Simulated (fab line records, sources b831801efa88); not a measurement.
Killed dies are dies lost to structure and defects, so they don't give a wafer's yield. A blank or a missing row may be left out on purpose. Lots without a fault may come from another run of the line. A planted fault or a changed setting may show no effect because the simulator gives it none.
Split-lot experiment | flow gf180mcu | 5 lots, 23 wafers read, on a route of 602 steps

THE SPLIT
At GF_V3_CVD_23 (deposits W, target thk 350 nm, time 104.9 s), the setting temp_c was moved away from the recipe's 400 C on 6 of the 23 wafers read, by -2.7% to -1.2%. The other wafers ran this setting at the recipe's value.

FROM THE SPLIT TO THE READING: what the file shows between them, 1 step
- GF_V3_RS_MEAS_24: measures by four-point-probe

THE READING
V3_W_THK, in nm, at GF_V3_THK_MEAS_25 (measures by xrf). Fault-free wafers of this fab line usually give 339 nm, standard deviation 8.9 nm.

wafer  | tool, chamber at the split | temp_c as run, C | against the recipe | V3_W_THK, nm | against lot-mates on the recipe
L075.1 | cvd_w-01, 0                | 400              | recipe             | 342          | -
L075.4 | cvd_w-01, 0                | 400              | recipe             | 335          | -
L075.6 | cvd_w-01, 0                | 400              | recipe             | 335          | -
L077.1 | cvd_w-02, 0                | 395.4            | -1.2%              | 300          | -33
L077.2 | cvd_w-02, 1                | 400              | recipe             | 336          | -
L077.3 | cvd_w-02, 1                | 400              | recipe             | 338          | -
L077.5 | cvd_w-02, 0                | 400              | recipe             | 325          | -
L077.6 | cvd_w-02, 1                | 395.4            | -1.2%              | 309          | -24
L078.1 | cvd_w-02, 1                | 400              | recipe             | 356          | -
L078.2 | cvd_w-02, 0                | 400              | recipe             | 347          | -
L078.3 | cvd_w-02, 1                | 394.9            | -1.3%              | 329          | -24
L078.4 | cvd_w-02, 0                | 394.9            | -1.3%              | 317          | -36
L078.6 | cvd_w-02, 1                | 400              | recipe             | 355          | -
L079.1 | cvd_w-02, 0                | 400              | recipe             | 341          | -
L079.2 | cvd_w-02, 1                | 389.4            | -2.7%              | 290          | -55
L079.3 | cvd_w-02, 0                | 400              | recipe             | 340          | -
L079.4 | cvd_w-02, 1                | 389.4            | -2.7%              | 286          | -59
L079.5 | cvd_w-02, 1                | 400              | recipe             | 354          | -
L083.2 | cvd_w-02, 1                | 400              | recipe             | 348          | -
L083.3 | cvd_w-02, 1                | 400              | recipe             | 350          | -
L083.4 | cvd_w-02, 0                | 400              | recipe             | 339          | -
L083.5 | cvd_w-02, 1                | 400              | recipe             | 354          | -
L083.6 | cvd_w-02, 0                | 400              | recipe             | 340          | -

THE FIT
A straight line over all 23 wafers: V3_W_THK changes by +21.5 nm for each +1% of temp_c; r = +0.89; the points scatter about the line by 9.3 nm.
The same after taking each lot's own level away (the mean of its wafers on the recipe; 23 wafers): +22.1 nm for each +1%; r = +0.96; scatter 5.4 nm.
On that fit, the largest move of temp_c shifts the reading by 59 nm.
The lots' own levels span 333.0 to 352.7 nm, that is 2.2 times the standard deviation above.
So the lot-to-lot level changes the slope little: the two slopes agree.
Check: with one of the wafers moved furthest among these (-2.7%) left out of the fit, the line predicts -61 nm for it against its lot-mates. It came out at -55 nm against them.

OTHER SPLITS ON THESE WAFERS
These wafers also went through other splits before the reading. Each is held against what the fit with the lots' levels taken away leaves over:
other split on the same wafers | wafers away from the commonest value | r with V3_W_THK (lot level and that fit taken away)
GF_V2_PEB_12 peb_time_s        | 7                                    | +0.05
GF_M3_SPUTTER_04 power_w       | 8                                    | -0.16
GF_M3_COAT_09 resist_thk_nm    | 6                                    | -0.11
GF_V3_CVD_00 sih4_flow_sccm    | 9                                    | +0.28
GF_V3_PEB_12 peb_temp_c        | 9                                    | -0.07

THE WHOLE CHAIN: every reading that the file lists as answering this split, in the file's order
step              | what it does                                | reading                                                                | change (the file's fit)              | r (the file's)
GF_V3_CVD_23      | deposits W, target thk 350 nm, time 104.9 s | W_of_V3_CVD_23.thk_nm (the simulator's own value, which no gauge read) | +23.1 nm for each +1% of the setting | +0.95
GF_V3_RS_MEAS_24  | measures by four-point-probe                | V3_W_RS                                                                | -0.0252 for each +1% of the setting  | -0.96
GF_V3_THK_MEAS_25 | measures by xrf                             | V3_W_THK                                                               | +22.3 for each +1% of the setting    | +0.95

THE FILE'S OWN FIT
V3_W_THK changes by +22.3 nm for each +1% of temp_c, r = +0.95.
